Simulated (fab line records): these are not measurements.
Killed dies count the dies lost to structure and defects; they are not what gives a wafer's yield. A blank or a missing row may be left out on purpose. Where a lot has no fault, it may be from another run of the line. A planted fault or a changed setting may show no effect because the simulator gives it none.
fab line records	flow sky130
[record] lots = 13	wafers = 39	last-day = 50
route steps=708 shown METAL3@533 CAPM@551 VIA3@584 PAD_OPEN@708
lots with no fault: from the same line, run without faults
start-h: start of the lot's first displayed wafer, in hours after the record's first day	wait-h: time in hours since the lot's previous step	" unchanged from the row above	L1.1+2: a row that stands for several wafers	- no value present, or no start provided	* or withheld: withheld	< > ~ a bound
route shown NAME@n: NAME is a module with steps in the file, n the number in the route of the first one	usual: average and standard deviation across the fault-free wafers	same: alike in all rows	chamber/n: place in a boat	sites: the reading at each site	_std_site: their standard deviation	_edge_site: the outer-site mean with the inner-site mean subtracted	radius-mm: for every site, how far away it sits from the centre of the wafer	mask NAME#n: copy n	behind: the tool/chamber that last shaped the wafer	hold: what put the lot on hold/how long, in hours/how the hold closed	device: whichever transistor did not switch (one of n, p or np)	end of line: the route-end tests of the same wafers	step lacking rows: just its recipe	killed: not the wafer's yield, but the dies lost to structure and defects at the first sort	map: dies across one wafer; x = killed, . = not, _ = none there
set.NAME: setting as actually run; set.NAME@STEP: the setting as run at that earlier step	model.NAME: the simulator's own value behind a step, which no gauge read
route steps across a sampled set of lots; one table per step, one row per wafer
services: when a tool's chamber went out of use (start-h, in hours from the record's first day, below 0 if earlier), for how many hours, and the reason
[[steps]]
[step SKY_METAL3_SPUTTER_01]
[recipe] material = TiN	target-thk-nm = 20	power-w = 6500	time-s = 16.7	chamber-pressure-pa = 0.4
[usual] throttle-valve-pct = 30.2/1.1
lot.wafer	tool	chamber	start-h	wait-h	throttle-valve-pct
L624.1	pvd-sputter-02	-	870.67	0.0	31.4
L624.3	"	-	"	"	29.8
L624.4	"	-	"	"	31.6
L627.4	pvd-sputter-03	-	894.14	0.0	28.7
L627.5	"	-	"	"	29.8
L627.6	"	-	"	"	29.9
L625.1	pvd-sputter-01	-	895.46	0.0	31.3
L625.4	"	-	"	"	29.8
L625.6	"	-	"	"	29.5
L629.3	pvd-sputter-02	-	912.82	0.0	28.6
L629.5	"	-	"	"	28.6
L629.6	"	-	"	"	32.1
L631.1	pvd-sputter-01	-	919.98	0.0	31.5
L631.2	"	-	"	"	30.9
L631.3	"	-	"	"	29.7
L634.1	pvd-sputter-03	-	944.81	0.0	29.4
L634.4	"	-	"	"	30.0
L634.6	"	-	"	"	29.7
L636.1	pvd-sputter-03	-	969.86	0.0	29.9
L636.4	"	-	"	"	29.7
L636.5	"	-	"	"	30.0
L638.3	pvd-sputter-02	-	971.37	0.0	31.3
L638.4	"	-	"	"	31.8
L638.5	"	-	"	"	29.9
L639.1	pvd-sputter-02	-	983.61	0.0	31.7
L639.2	"	-	"	"	29.8
L639.5	"	-	"	"	28.8
L640.3	pvd-sputter-03	-	986.39	0.0	28.8
L640.4	"	-	"	"	28.9
L640.5	"	-	"	"	29.5
L644.2	pvd-sputter-02	-	1012.57	0.0	29.6
L644.3	"	-	"	"	31.1
L644.4	"	-	"	"	28.4
L645.1	pvd-sputter-02	-	1016.50	0.0	28.3
L645.4	"	-	"	"	31.2
L645.5	"	-	"	"	31.3
L646.1	pvd-sputter-02	-	1019.14	0.0	28.5
L646.4	"	-	"	"	31.4
L646.6	"	-	"	"	31.6
[step SKY_METAL3_SPUTTER_04]
[recipe] material = TiN	target-thk-nm = 70	power-w = 6500	time-s = 58.3	chamber-pressure-pa = 0.4
[usual] throttle-valve-pct = 30.2/1.1
lot.wafer	tool	chamber	start-h	wait-h	throttle-valve-pct
L624.1	pvd-sputter-02	-	870.75	0.0	31.4
L624.3	"	-	"	"	29.8
L624.4	"	-	"	"	31.8
L627.4	pvd-sputter-03	-	894.22	0.0	28.6
L627.5	"	-	"	"	29.6
L627.6	"	-	"	"	30.0
L625.1	pvd-sputter-01	-	895.55	0.0	31.4
L625.4	"	-	"	"	29.3
L625.6	"	-	"	"	29.6
L629.3	pvd-sputter-02	-	912.90	0.0	28.4
L629.5	"	-	"	"	28.4
L629.6	"	-	"	"	31.6
L631.1	pvd-sputter-01	-	920.08	0.0	31.3
L631.2	"	-	"	"	30.7
L631.3	"	-	"	"	29.7
L634.1	pvd-sputter-03	-	944.89	0.0	29.4
L634.4	"	-	"	"	29.9
L634.6	"	-	"	"	29.8
L636.1	pvd-sputter-03	-	969.95	0.0	29.7
L636.4	"	-	"	"	29.5
L636.5	"	-	"	"	29.5
L638.3	pvd-sputter-02	-	971.45	0.0	31.3
L638.4	"	-	"	"	31.6
L638.5	"	-	"	"	29.7
L639.1	pvd-sputter-02	-	983.69	0.0	31.2
L639.2	"	-	"	"	29.7
L639.5	"	-	"	"	28.6
L640.3	pvd-sputter-03	-	986.47	0.0	28.6
L640.4	"	-	"	"	28.7
L640.5	"	-	"	"	30.0
L644.2	pvd-sputter-02	-	1012.65	0.0	29.8
L644.3	"	-	"	"	31.4
L644.4	"	-	"	"	28.5
L645.1	pvd-sputter-02	-	1016.58	0.0	28.2
L645.4	"	-	"	"	31.3
L645.5	"	-	"	"	31.3
L646.1	pvd-sputter-02	-	1019.22	0.0	28.3
L646.4	"	-	"	"	31.4
L646.6	"	-	"	"	31.8
[step SKY_CAPM_STRIP_14]
[recipe] chemistry = O2/N2	power-w = 1400	pressure-mtorr = 1500	platen-temp-c = withheld	o2-flow-sccm = 3000	n2-flow-sccm = 300	overash-fraction = 0.5
[usual] drypump-motor-current-A = 5.9/0.42	oes-product-au = 0.710/0.0048	strip-time-to-endpoint-s = 12.66/0.048
[same] overash-fraction = 0.5
lot.wafer	tool	chamber	start-h	wait-h	drypump-motor-current-A	oes-product-au	rf-hours-counter-h	strip-time-to-endpoint-s
L624.1	plasma-asher-03	0	897.17	0.1	6.1	0.712	15	12.59
L624.3	"	1	"	"	6.1	0.708	-	12.64
L624.4	"	0	"	"	6.1	0.709	-	12.59
L627.4	plasma-asher-03	1	920.58	0.1	6.0	0.716	-	12.69
L627.5	"	1	"	"	6.0	0.702	-	12.69
L627.6	"	0	"	"	6.1	0.714	-	12.71
L625.1	plasma-asher-03	0	921.77	0.1	6.1	0.704	18	12.68
L625.4	"	0	"	"	6.1	0.708	-	12.66
L625.6	"	1	"	"	6.1	0.705	-	12.70
L629.3	plasma-asher-04	0	938.18	0.1	6.4	0.714	-	12.57
L629.5	"	1	"	"	6.0	0.715	-	12.62
L629.6	"	0	"	"	6.4	0.710	-	12.61
L631.1	plasma-asher-03	0	945.87	0.1	6.1	0.715	20	12.63
L631.2	"	1	"	"	6.1	0.704	20	12.62
L631.3	"	1	"	"	6.0	0.706	-	12.60
L634.1	plasma-asher-02	1	969.22	0.1	5.2	0.710	84	12.73
L634.4	"	1	"	"	5.2	0.712	-	12.71
L634.6	"	1	"	"	5.2	0.710	-	12.73
L636.1	plasma-asher-02	0	993.90	0.1	5.2	0.707	87	12.66
L636.4	"	0	"	"	5.2	0.715	-	12.70
L636.5	"	1	"	"	5.2	0.700	-	12.74
L638.3	plasma-asher-02	0	996.33	0.1	5.2	0.708	-	12.69
L638.4	"	1	"	"	5.2	0.703	-	12.67
L638.5	"	1	"	"	5.2	0.710	-	12.66
L639.1	plasma-asher-04	0	1007.52	0.1	6.4	0.714	60	12.59
L639.2	"	1	"	"	6.0	0.711	60	12.63
L639.5	"	0	"	"	6.3	0.714	-	12.62
L640.3	plasma-asher-03	1	1010.38	0.1	6.1	0.707	-	12.65
L640.4	"	0	"	"	6.1	0.711	-	12.61
L640.5	"	1	"	"	6.1	0.712	-	12.66
L644.2	plasma-asher-03	1	1036.37	0.1	6.0	0.719	30	12.70
L644.3	"	1	"	"	6.1	0.712	-	12.71
L644.4	"	0	"	"	6.1	0.708	-	12.65
L645.1	plasma-asher-04	0	1040.25	0.1	6.4	0.711	63	12.65
L645.4	"	1	"	"	6.1	0.707	-	12.64
L645.5	"	1	"	"	6.0	0.711	-	12.65
L646.1	plasma-asher-03	0	1042.92	0.1	6.1	0.708	30	12.70
L646.4	"	1	"	"	6.1	0.712	-	12.66
L646.6	"	0	"	"	6.1	0.712	-	12.64
[step SKY_VIA3_DEVELOP_11]
[recipe] develop-time-s = 60	resist = KrF-thick	dev-temp-c = 21
[usual] developer-temp-C = 21.02/0.1
lot.wafer	tool	chamber	start-h	wait-h	developer-temp-C
L624.1	litho-track-01	0	950	-	20.79
L624.3	"	0	"	"	21.03
L624.4	"	0	"	"	21.06
L627.4	litho-track-01	0	972	-	21.07
L627.5	"	0	"	"	20.89
L627.6	"	0	"	"	20.96
L625.1	litho-track-01	0	974	-	21.31
L625.4	"	0	"	"	21.05
L625.6	"	0	"	"	21.00
L629.3	litho-track-02	0	990	-	20.88
L629.5	"	0	"	"	21.07
L629.6	"	0	"	"	20.92
L631.1	litho-track-01	0	997	-	21.05
L631.2	"	0	"	"	21.03
L631.3	"	0	"	"	21.11
L634.1	litho-track-01	0	1018	-	20.14
L634.4	"	0	"	"	20.33
L634.6	"	0	"	"	20.33
L636.1	litho-track-01	0	1042	-	20.20
L636.4	"	0	"	"	20.13
L636.5	"	0	"	"	20.12
L638.3	litho-track-01	0	1046	-	20.21
L638.4	"	0	"	"	20.01
L638.5	"	0	"	"	20.19
L639.1	litho-track-04	0	1056	-	20.90
L639.2	"	0	"	"	21.03
L639.5	"	0	"	"	20.94
L640.3	litho-track-04	0	1058	-	21.11
L640.4	"	0	"	"	21.01
L640.5	"	0	"	"	21.17
L644.2	litho-track-02	0	1083	-	20.84
L644.3	"	0	"	"	20.88
L644.4	"	0	"	"	20.81
L645.1	litho-track-04	0	1086	-	21.07
L645.4	"	0	"	"	21.12
L645.5	"	0	"	"	21.09
L646.1	litho-track-04	0	1088	-	20.96
L646.4	"	0	"	"	21.02
L646.6	"	0	"	"	21.10
[step SKY_PAD_OPEN_PROBE_99]
[usual] killed_at_M0_to_M3 = 43/6.8	killed_at_M4_up = 3.2/2	killed-at-contacts = 24/5.3	killed-at-front-end = 16/4.4	killed-at-other = 0.3/0.54	killed-dies = 86/9.4	killed-open = 48/6.6	killed-short = 38/6.5
[same] gross-dies = 492	killed-at-back-side = 0
lot.wafer	tool	chamber	start-h	wait-h	killed_at_M0_to_M3	killed_at_M4_up	killed-at-contacts	killed-at-front-end	killed-at-other	killed-dies	killed-open	killed-short
L624.1	prober-01	-	1099.78	0.1	33	2	24	16	0	75	42	33
L624.3	prober-01	-	1099.88	0.2	48	5	19	16	0	88	45	43
L624.4	prober-01	-	1099.93	0.2	57	3	23	17	1	101	54	47
L627.4	prober-01	-	1116.96	0.2	42	1	17	19	0	79	45	34
L627.5	prober-01	-	1117.01	0.2	39	3	28	16	0	86	49	37
L627.6	prober-01	-	1117.06	0.2	55	3	25	15	0	98	59	39
L625.1	prober-02	-	1119.22	0.1	52	8	24	14	1	99	52	47
L625.4	prober-02	-	1119.37	0.2	49	4	29	14	0	96	46	50
L625.6	prober-02	-	1119.47	0.2	52	2	18	18	0	90	42	48
L629.3	prober-02	-	1133.19	0.2	45	7	20	11	1	84	45	38
L629.5	prober-02	-	1133.29	0.2	37	5	30	11	0	83	48	35
L629.6	prober-02	-	1133.34	0.2	30	2	26	13	0	71	39	32
L631.1	prober-01	-	1138.20	0.1	42	5	15	9	0	71	38	33
L631.2	prober-01	-	1138.25	0.1	39	5	24	19	1	88	49	39
L631.3	prober-01	-	1138.30	0.2	38	7	12	17	0	74	38	36
L634.1	prober-01	-	1155.68	0.1	39	3	21	7	0	70	40	30
L634.4	prober-01	-	1155.83	0.2	37	3	29	20	0	89	42	47
L634.6	prober-01	-	1155.93	0.2	35	1	24	15	0	75	40	34
L636.1	prober-02	-	1174.60	0.1	42	2	24	17	0	85	51	33
L636.4	prober-02	-	1174.75	0.2	42	3	28	18	0	91	63	28
L636.5	prober-02	-	1174.80	0.2	59	1	24	11	1	96	51	43
L638.3	prober-01	-	1178.33	0.2	57	5	30	14	0	106	52	53
L638.4	prober-01	-	1178.38	0.2	42	6	18	24	0	90	55	33
L638.5	prober-01	-	1178.43	0.2	50	5	32	19	0	106	60	45
L639.1	prober-02	-	1186.84	0.1	43	5	18	18	1	85	42	43
L639.2	prober-02	-	1186.89	0.1	32	2	17	19	1	71	33	37
L639.5	prober-02	-	1187.04	0.2	49	1	26	14	0	90	51	39
L640.3	prober-01	-	1188.55	0.2	49	3	13	15	0	80	44	36
L640.4	prober-01	-	1188.60	0.2	45	2	22	22	0	91	46	45
L640.5	prober-01	-	1188.65	0.2	30	5	32	13	1	81	46	35
L644.2	prober-02	-	1206.58	0.1	38	2	24	17	0	81	53	28
L644.3	prober-02	-	1206.63	0.2	41	2	27	14	0	84	49	35
L644.4	prober-02	-	1206.68	0.2	56	1	22	18	0	97	55	40
L645.1	prober-01	-	1208.10	0.1	52	2	26	22	1	103	53	48
L645.4	prober-01	-	1208.25	0.2	34	6	31	16	1	88	46	41
L645.5	prober-01	-	1208.30	0.2	32	6	21	23	0	82	49	33
L646.1	prober-02	-	1209.31	0.1	51	3	24	17	0	95	48	47
L646.4	prober-02	-	1209.46	0.2	34	1	30	18	1	84	50	34
L646.6	prober-02	-	1209.56	0.2	40	3	29	9	0	81	55	25
// killed by level:class
L624.1 VIA1:geometric-particle:open=9 CONTACT:geometric-particle:open=8 LOCAL_INTERCONNECT:geometric-particle:short=7 FIELD_ISO:geometric-particle:short=6 LI_CONTACT:geometric-particle:open=6 VIA3:geometric-particle:open=6 VIA2:geometric-particle:open=4 METAL2:geometric-particle:short=3
L624.3 VIA1:geometric-particle:open=14 VIA2:geometric-particle:open=8 CONTACT:geometric-particle:open=7 CONTACT:geometric-particle:short=6 FIELD_ISO:geometric-particle:short=5 FIELD_ISO:geometric-particle:open=5 METAL2:geometric-particle:short=5 LI_CONTACT:geometric-particle:short=4
L624.4 CONTACT:geometric-particle:open=12 VIA1:geometric-particle:open=12 METAL2:geometric-particle:short=9 VIA3:geometric-particle:open=8 VIA2:geometric-particle:open=6 VIA2:geometric-particle:short=5 METAL3:geometric-particle:short=5 FIELD_ISO:geometric-particle:short=4
L627.4 LI_CONTACT:geometric-particle:open=9 VIA1:geometric-particle:open=8 VIA2:geometric-particle:open=7 VIA3:geometric-particle:open=7 POLY_GATE:geometric-particle:short=5 VIA1:geometric-particle:short=5 CONTACT:geometric-particle:open=5 FIELD_ISO:geometric-particle:short=4
L627.5 VIA1:geometric-particle:open=11 CONTACT:geometric-particle:open=10 LI_CONTACT:geometric-particle:open=7 VIA3:geometric-particle:open=7 POLY_GATE:geometric-particle:open=6 VIA2:geometric-particle:open=5 FIELD_ISO:geometric-particle:short=5 LI_CONTACT:geometric-particle:short=5
L627.6 VIA2:geometric-particle:open=10 VIA3:geometric-particle:open=9 METAL2:geometric-particle:short=9 CONTACT:geometric-particle:open=8 LI_CONTACT:geometric-particle:open=7 VIA1:geometric-particle:open=7 VIA3:geometric-particle:short=5 POLY_GATE:geometric-particle:open=4
L625.1 CONTACT:geometric-particle:open=10 LI_CONTACT:geometric-particle:open=8 VIA1:geometric-particle:open=7 METAL1:geometric-particle:short=7 VIA1:geometric-particle:short=7 VIA2:geometric-particle:open=7 VIA3:geometric-particle:short=5 VIA3:geometric-particle:open=5
L625.4 CONTACT:geometric-particle:open=11 VIA1:geometric-particle:short=9 VIA3:geometric-particle:open=9 LI_CONTACT:geometric-particle:open=7 FIELD_ISO:geometric-particle:short=6 METAL1:geometric-particle:short=6 VIA1:geometric-particle:open=6 METAL2:geometric-particle:short=6
L625.6 VIA1:geometric-particle:open=12 METAL1:geometric-particle:short=11 CONTACT:geometric-particle:open=7 METAL3:geometric-particle:short=7 CONTACT:geometric-particle:short=6 FIELD_ISO:geometric-particle:open=5 FIELD_ISO:geometric-particle:short=5 VIA2:geometric-particle:open=5
L629.3 CONTACT:geometric-particle:open=9 VIA1:geometric-particle:open=8 VIA3:geometric-particle:open=8 VIA2:geometric-particle:open=7 METAL2:geometric-particle:short=6 CONTACT:geometric-particle:short=5 POLY_GATE:geometric-particle:open=4 VIA2:geometric-particle:short=4
L629.5 LI_CONTACT:geometric-particle:open=11 CONTACT:geometric-particle:open=8 VIA2:geometric-particle:open=8 VIA3:geometric-particle:open=7 FIELD_ISO:geometric-particle:open=5 LOCAL_INTERCONNECT:geometric-particle:short=5 CONTACT:geometric-particle:short=5 METAL2:geometric-particle:short=5
L629.6 VIA1:geometric-particle:open=10 LI_CONTACT:geometric-particle:open=9 CONTACT:geometric-particle:open=7 FIELD_ISO:geometric-particle:short=5 LOCAL_INTERCONNECT:geometric-particle:short=5 CONTACT:geometric-particle:short=5 METAL2:geometric-particle:short=5 VIA3:geometric-particle:open=4
L631.1 CONTACT:geometric-particle:open=9 VIA2:geometric-particle:open=9 VIA1:geometric-particle:open=9 METAL1:geometric-particle:short=7 METAL2:geometric-particle:short=5 VIA1:geometric-particle:short=4 METAL4:geometric-particle:short=4 FIELD_ISO:geometric-particle:open=3
L631.2 CONTACT:geometric-particle:open=9 VIA1:geometric-particle:open=8 POLY_GATE:geometric-particle:open=7 METAL2:geometric-particle:short=7 VIA2:geometric-particle:open=6 VIA3:geometric-particle:open=5 FIELD_ISO:geometric-particle:short=4 LOCAL_INTERCONNECT:geometric-particle:short=4
L631.3 VIA1:geometric-particle:open=10 VIA1:geometric-particle:short=6 FIELD_ISO:geometric-particle:short=5 METAL1:geometric-particle:short=5 VIA2:geometric-particle:open=5 CONTACT:geometric-particle:open=4 FIELD_ISO:geometric-particle:open=4 METAL2:geometric-particle:short=4
L634.1 VIA2:geometric-particle:open=9 CONTACT:geometric-particle:open=9 VIA3:geometric-particle:open=6 CONTACT:geometric-particle:short=5 METAL1:geometric-particle:short=5 VIA1:geometric-particle:open=5 VIA2:geometric-particle:short=5 VIA3:geometric-particle:short=4
L634.4 CONTACT:geometric-particle:open=11 FIELD_ISO:geometric-particle:short=10 VIA1:geometric-particle:open=9 VIA2:geometric-particle:open=9 VIA1:geometric-particle:short=7 LOCAL_INTERCONNECT:geometric-particle:short=5 CONTACT:geometric-particle:short=5 POLY_GATE:geometric-particle:open=4
L634.6 CONTACT:geometric-particle:open=8 LI_CONTACT:geometric-particle:open=7 VIA2:geometric-particle:open=7 POLY_GATE:geometric-particle:open=6 METAL1:geometric-particle:short=6 METAL2:geometric-particle:short=5 CONTACT:geometric-particle:short=4 METAL1:geometric-particle:open=4
L636.1 VIA1:geometric-particle:open=10 LI_CONTACT:geometric-particle:open=8 VIA3:geometric-particle:open=8 CONTACT:geometric-particle:open=7 VIA2:geometric-particle:open=7 LOCAL_INTERCONNECT:geometric-particle:short=6 POLY_GATE:geometric-particle:short=5 FIELD_ISO:geometric-particle:short=4
L636.4 CONTACT:geometric-particle:open=14 VIA3:geometric-particle:open=14 VIA1:geometric-particle:open=10 FIELD_ISO:geometric-particle:open=6 VIA2:geometric-particle:open=6 FIELD_ISO:geometric-particle:short=5 LOCAL_INTERCONNECT:geometric-particle:short=5 LI_CONTACT:geometric-particle:open=4
L636.5 VIA1:geometric-particle:open=13 METAL1:geometric-particle:short=8 VIA3:geometric-particle:open=8 CONTACT:geometric-particle:open=7 VIA2:geometric-particle:open=7 VIA1:geometric-particle:short=6 LI_CONTACT:geometric-particle:open=5 LOCAL_INTERCONNECT:geometric-particle:short=5
L638.3 VIA1:geometric-particle:open=14 CONTACT:geometric-particle:open=11 METAL1:geometric-particle:short=7 LI_CONTACT:geometric-particle:open=7 LOCAL_INTERCONNECT:geometric-particle:short=7 VIA1:geometric-particle:short=6 METAL2:geometric-particle:short=6 VIA2:geometric-particle:open=6
L638.4 VIA1:geometric-particle:open=11 POLY_GATE:geometric-particle:open=7 CONTACT:geometric-particle:open=7 LI_CONTACT:geometric-particle:open=6 VIA3:geometric-particle:open=6 FIELD_ISO:geometric-particle:open=5 POLY_GATE:geometric-particle:short=5 METAL4:geometric-particle:short=5
L638.5 CONTACT:geometric-particle:open=18 VIA1:geometric-particle:open=13 LI_CONTACT:geometric-particle:open=7 FIELD_ISO:geometric-particle:short=6 FIELD_ISO:geometric-particle:open=6 VIA2:geometric-particle:short=6 VIA1:geometric-particle:short=5 METAL1:geometric-particle:short=5
L639.1 CONTACT:geometric-particle:open=10 METAL2:geometric-particle:short=9 VIA3:geometric-particle:open=9 METAL1:geometric-particle:short=8 VIA2:geometric-particle:open=8 POLY_GATE:geometric-particle:short=7 LI_CONTACT:geometric-particle:open=4 FIELD_ISO:geometric-particle:short=3
L639.2 VIA1:geometric-particle:open=8 FIELD_ISO:geometric-particle:short=6 LI_CONTACT:geometric-particle:open=5 METAL1:geometric-particle:short=5 VIA2:geometric-particle:open=5 POLY_GATE:geometric-particle:short=4 POLY_GATE:geometric-particle:open=3 POLY_CUT:geometric-particle:open=3
L639.5 VIA1:geometric-particle:open=11 LI_CONTACT:geometric-particle:open=9 VIA1:geometric-particle:short=8 VIA2:geometric-particle:open=8 CONTACT:geometric-particle:open=7 METAL1:geometric-particle:short=6 METAL2:geometric-particle:short=6 CONTACT:geometric-particle:short=5
L640.3 METAL1:geometric-particle:short=9 VIA1:geometric-particle:open=9 VIA2:geometric-particle:open=8 FIELD_ISO:geometric-particle:open=5 POLY_GATE:geometric-particle:open=5 METAL2:geometric-particle:short=5 LOCAL_INTERCONNECT:geometric-particle:short=4 VIA1:geometric-particle:short=4
L640.4 LI_CONTACT:geometric-particle:open=8 FIELD_ISO:geometric-particle:short=7 CONTACT:geometric-particle:open=7 POLY_GATE:geometric-particle:short=6 METAL1:geometric-particle:short=6 VIA2:geometric-particle:open=6 VIA1:geometric-particle:open=6 POLY_GATE:geometric-particle:open=5
L640.5 CONTACT:geometric-particle:open=10 LI_CONTACT:geometric-particle:open=7 VIA1:geometric-particle:open=7 FIELD_ISO:geometric-particle:open=5 LOCAL_INTERCONNECT:geometric-particle:short=5 VIA3:geometric-particle:open=5 FIELD_ISO:geometric-particle:short=4 CONTACT:geometric-particle:short=4
L644.2 VIA1:geometric-particle:open=17 CONTACT:geometric-particle:open=8 LI_CONTACT:geometric-particle:open=7 VIA3:geometric-particle:open=6 FIELD_ISO:geometric-particle:short=4 FIELD_ISO:geometric-particle:open=3 POLY_GATE:geometric-particle:open=3 CONTACT:geometric-particle:short=3
L644.3 VIA1:geometric-particle:open=18 CONTACT:geometric-particle:open=10 LI_CONTACT:geometric-particle:open=6 VIA2:geometric-particle:open=5 VIA3:geometric-particle:open=5 FIELD_ISO:geometric-particle:short=4 CONTACT:geometric-particle:short=4 POLY_GATE:geometric-particle:short=3
L644.4 VIA1:geometric-particle:open=15 CONTACT:geometric-particle:open=8 METAL1:geometric-particle:short=7 VIA2:geometric-particle:open=7 VIA1:geometric-particle:short=7 VIA3:geometric-particle:open=7 LI_CONTACT:geometric-particle:open=5 POLY_GATE:geometric-particle:open=4
L645.1 VIA1:geometric-particle:open=16 VIA3:geometric-particle:open=9 VIA1:geometric-particle:short=8 CONTACT:geometric-particle:short=7 CONTACT:geometric-particle:open=7 FIELD_ISO:geometric-particle:short=6 LOCAL_INTERCONNECT:geometric-particle:short=6 METAL1:geometric-particle:short=5
L645.4 LI_CONTACT:geometric-particle:open=12 CONTACT:geometric-particle:open=8 VIA1:geometric-particle:open=8 VIA1:geometric-particle:short=7 METAL4:geometric-particle:short=6 LOCAL_INTERCONNECT:geometric-particle:short=5 POLY_GATE:geometric-particle:open=4 VIA2:geometric-particle:open=4
L645.5 LI_CONTACT:geometric-particle:open=13 POLY_GATE:geometric-particle:short=9 VIA1:geometric-particle:open=9 VIA2:geometric-particle:open=6 FIELD_ISO:geometric-particle:open=5 CONTACT:geometric-particle:open=5 METAL4:geometric-particle:short=5 POLY_GATE:geometric-particle:open=4
L646.1 LI_CONTACT:geometric-particle:open=11 VIA1:geometric-particle:open=10 VIA3:geometric-particle:open=7 VIA1:geometric-particle:short=7 METAL1:geometric-particle:short=6 FIELD_ISO:geometric-particle:short=5 METAL2:geometric-particle:short=5 CONTACT:geometric-particle:open=5
L646.4 CONTACT:geometric-particle:open=11 LI_CONTACT:geometric-particle:open=9 FIELD_ISO:geometric-particle:open=8 VIA1:geometric-particle:open=8 METAL1:geometric-particle:short=5 POLY_GATE:geometric-particle:open=4 LI_CONTACT:geometric-particle:short=4 CONTACT:geometric-particle:short=4
L646.6 CONTACT:geometric-particle:open=15 VIA1:geometric-particle:open=12 LI_CONTACT:geometric-particle:open=8 VIA3:geometric-particle:open=8 METAL3:geometric-particle:short=6 METAL2:geometric-particle:short=5 VIA2:geometric-particle:open=4 FIELD_ISO:geometric-particle:open=3
[[services]]
tool	chamber	start-h	hours	kind
plasma-asher-02	-	879.25	14.6	pm
pvd-sputter-02	-	887.03	0.6	repair
litho-track-04	-	889.51	-	consumable-replace:filter
plasma-asher-02	-	900.74	1.3	repair
pvd-sputter-03	-	911.46	1.9	repair
pvd-sputter-02	-	956.80	4.2	repair
plasma-asher-02	-	981.48	2.8	pm
plasma-asher-02	-	1000.12	1.1	repair
plasma-asher-04	-	1010.60	1.7	repair
pvd-sputter-03	-	1079.74	1.5	repair
[[key]]
[first-sign] step = SKY_VIA3_DEVELOP_11	reading = developer-temp-C	direction = down	sigmas = 8.1	usual = *	struck = *
effect none on later readings
met-at SKY_VIA3_DEVELOP_11
struck-lots L634,L636,L638
tester-left-out L634,L636
[loop-trim] step = SKY_VIA3_EXPOSE_09	setting = dose	lots = L638
not-acting-at SKY_METAL3_SPUTTER_01,SKY_METAL3_SPUTTER_04,SKY_CAPM_STRIP_14
onset-between 997 1018
[earlier-fault] kind = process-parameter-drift	tool = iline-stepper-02	chamber = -	onset-h = 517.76	steps = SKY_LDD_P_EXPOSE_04	channel = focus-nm	offset = 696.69	spread-by-wafer = 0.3	shape = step	end-h = 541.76
[earlier-fault] kind = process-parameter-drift	tool = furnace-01	chamber = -	onset-h = 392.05	steps = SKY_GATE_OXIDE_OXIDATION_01	channel = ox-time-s	offset = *	shape = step	end-h = 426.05	acts-in = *	stated = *
[fault] kind = process-parameter-drift	tool = litho-track-01	chamber = -	onset-h = 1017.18	steps = SKY_VIA3_DEVELOP_11	channel = dev-temp-c	offset = *	shape = step	acts-in = *	stated = *
// tester-left-out: of these lots the tester's yield and bins aren't shown, on N5 and GAA mostly nor the transistor test; their killed dies are dies lost to structure and defects alone, not to doping, threshold or leakage, so they don't give the yield
// loop-trim: a control loop set the setting to another value than it would have without faults
